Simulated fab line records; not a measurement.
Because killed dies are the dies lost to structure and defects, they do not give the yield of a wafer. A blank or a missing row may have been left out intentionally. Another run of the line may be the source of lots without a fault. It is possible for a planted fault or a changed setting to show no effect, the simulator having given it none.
The same fault as seen by 2 desks | flow gf180mcu | every desk sees just its own numbers, and what lay behind them comes last

== THE METROLOGY DESK ==
What the gauges read, lot by lot, whatever tool the lot ran on: means of the sampled wafers that have a number. A lot is out of limits, marked OUT, if its mean lies more than 4 standard deviations from the usual mean; the brackets give that distance.
Columns: A = STI_CVD_03_THK at GF_STI_THK_MEAS_04, usual 207.0 nm; B = CONTACT_W_THK at GF_CONTACT_THK_MEAS_26, usual 295 nm; C = V1_CVD_02_THK at GF_V1_THK_MEAS_03, usual 850 nm
lot  | first seen here | A               | B   | C
L307 | day 1 16:19     | 203.6           | 299 | 848
L308 | day 1 18:50     | 204.9           | 294 | 861
L309 | day 2 02:09     | 211.0           | 299 | 859
L314 | day 3 07:33     | 204.6           | 294 | 850
L317 | day 3 15:55     | 209.0           | 294 | 843
L320 | day 4 07:14     | 206.1           | 300 | 859
L324 | day 5 02:36     | 241.9 (+19) OUT | 299 | 857
L325 | day 5 07:42     | 240.5 (+19) OUT | 292 | 831
L326 | day 5 14:54     | 207.1           | 296 | 853
L327 | day 5 18:33     | 205.6           | 291 | 843
L328 | day 5 23:07     | 205.2           | 292 | 853
L330 | day 6 08:34     | 206.6           | 294 | 834
Finding of this desk: L324, L325 out of limits, first seen on L324 at day 5 02:36 (STI_CVD_03_THK at GF_STI_THK_MEAS_04). In limits: L307, L308, L309, L314, L317, L320, L326, L327, L328, L330.

== AT THE TOOL OWNER'S DESK: lpcvd-02 ==
The tool's own readings at GF_STI_CVD_03 (deposits Si3N4 from DCS/NH3, target thk 207.16 nm, time 3551 s): means of the sampled wafers that have a number, for each lot that ran on this tool. A lot is out of limits, marked OUT, if its mean lies more than 4 standard deviations from the usual mean; the brackets give that distance.
Columns: A = zonePowerBottomPct at GF_STI_CVD_03, usual 19.3 %
lot  | first seen here | A
L307 | day 1 14:20     | 18.9
L308 | day 1 16:51     | 19.0
L309 | day 2 00:10     | 20.7
L324 | day 5 00:35     | 19.0
L325 | day 5 05:42     | 20.5
This desk's verdict: no lot among the 5 shows anything out of limits.

== TAKEN TOGETHER ==
Metrology desk: alarm possible at day 5 02:36 on L324, L325.
Nothing out of limits was seen by the tool owner's desk.
The tool owner's desk has L324, L325 on record, within its limits.
On lpcvd-02, each named lot ran GF_STI_CVD_03.

== WHAT THE SIMULATOR PUT IN ==
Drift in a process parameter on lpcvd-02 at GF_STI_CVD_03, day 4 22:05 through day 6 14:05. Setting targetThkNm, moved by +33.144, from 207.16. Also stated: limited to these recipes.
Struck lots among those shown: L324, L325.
Hours from the fault's start to each desk's first reading out of limits: the metrology desk, 5.
